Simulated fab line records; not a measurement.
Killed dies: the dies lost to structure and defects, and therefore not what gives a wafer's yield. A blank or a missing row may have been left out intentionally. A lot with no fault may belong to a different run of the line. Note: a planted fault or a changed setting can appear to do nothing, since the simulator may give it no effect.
One fault through the eyes of 2 desks :: flow sfq line :: each desk has only its own numbers; what lay behind them comes last

## AT THE TOOL OWNER'S DESK: rie metal-04
The tool's own readings at SFQ_TRILAYER_M4_ETCH_METAL_ETCH_096 (etches Nb in Cl2/Ar, stops on SiO2, target depth 240 nm, time 120 s): means of the sampled wafers that have a number, for each lot that ran on this tool. Any lot whose mean is over 4 standard deviations away from the usual mean is out of limits and marked OUT; that distance is given in the brackets.
Columns: A = drypump motor current A at SFQ_TRILAYER_M4_ETCH_METAL_ETCH_096, usual 5.97 A; B = oes product au at SFQ_TRILAYER_M4_ETCH_METAL_ETCH_096, usual 0.894 a.u.
lot: L474
first seen here: day 38 07:36
A: 5.99
B: 0.892

lot: L486
first seen here: day 42 03:58
A: 5.85
B: 0.893

lot: L488
first seen here: day 42 14:42
A: 6.00
B: 0.897
Finding of this desk: none of the 3 lots has anything out of limits.

## FROM THE METROLOGY DESK
Means of the sampled wafers that have a number, per lot and without regard to the tool the lot ran on: this is what the gauges read. Any lot whose mean is over 4 standard deviations away from the usual mean is out of limits and marked OUT; that distance is given in the brackets.
Columns: A = M4_NB_RS at SFQ_M4_RS_MEAS_924, usual 0.890 ohm/sq; B = M4_OVL at SFQ_M4_OVL_MEAS_926, usual 0 nm
lot: L474
first seen here: day 35 11:20
A: 0.890
B: 1

lot: L478
first seen here: day 37 01:05
A: 0.896
B: -12

lot: L486
first seen here: day 40 00:52
A: 0.883
B: 8

lot: L487
first seen here: day 40 13:38
A: 0.888
B: 4

lot: L488
first seen here: day 40 16:04
A: 0.884
B: -10

lot: L489
first seen here: day 40 19:37
A: 0.880
B: 8
Finding of this desk: none of the 6 lots has anything out of limits.

## TAKEN TOGETHER
The desk of the tool owner found nothing out of limits.
At the metrology desk, nothing out of limits was observed.

## WHAT THE SIMULATOR PUT IN
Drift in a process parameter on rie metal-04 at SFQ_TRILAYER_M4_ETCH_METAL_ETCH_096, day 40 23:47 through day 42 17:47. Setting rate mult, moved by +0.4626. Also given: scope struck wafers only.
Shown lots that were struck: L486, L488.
